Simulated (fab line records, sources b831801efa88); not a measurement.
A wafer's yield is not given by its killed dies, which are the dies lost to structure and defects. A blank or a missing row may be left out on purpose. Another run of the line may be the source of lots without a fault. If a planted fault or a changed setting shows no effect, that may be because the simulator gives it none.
A single fault, viewed from 2 desks | flow sfq-line | every desk sees just its own numbers, and what lay behind them comes last

## TOOL OWNER'S DESK, litho-track-01
The tool's own readings at SFQ_TRILAYER_C5_LITHO_PEB_154 (peb time 60 s): means of the sampled wafers that have a number, for each lot that ran on this tool. A lot is out of limits, marked OUT, if its mean lies more than 4 standard deviations from the usual mean; the brackets give that distance.
Columns: A = resist-line-temp-C at SFQ_TRILAYER_C5_LITHO_PEB_154, usual 23.00 C
lot  | first seen here | A
L546 | day 68 10:01    | 22.95
L547 | day 68 13:35    | 22.89
L550 | day 69 01:34    | 23.02
This desk's finding: nothing out of limits on any of the 3 lots.

## AT THE METROLOGY DESK
What the gauges read for every lot (on any tool): the sampled wafers with a number, averaged. A lot is out of limits, marked OUT, if its mean lies more than 4 standard deviations from the usual mean; the brackets give that distance.
Columns: A = I5_OVL at SFQ_I5_OVL_MEAS_936, usual 4 nm; B = C5_OVL at SFQ_C5_OVL_MEAS_937, usual -1 nm
lot  | first seen here | A  | B
L540 | day 62 03:01    | -2 | 1
L546 | day 67 23:56    | 3  | -1
L547 | day 68 05:46    | 9  | 3
L549 | day 68 11:43    | 1  | -5
L550 | day 68 18:55    | 14 | 3
L552 | day 68 23:44    | 4  | -11
This desk's finding: nothing out of limits on any of the 6 lots.

## ALL TOGETHER
The desk of the tool owner found nothing out of limits.
At the metrology desk, nothing out of limits was observed.

## WHAT HAD BEEN PUT IN BY THE SIMULATOR
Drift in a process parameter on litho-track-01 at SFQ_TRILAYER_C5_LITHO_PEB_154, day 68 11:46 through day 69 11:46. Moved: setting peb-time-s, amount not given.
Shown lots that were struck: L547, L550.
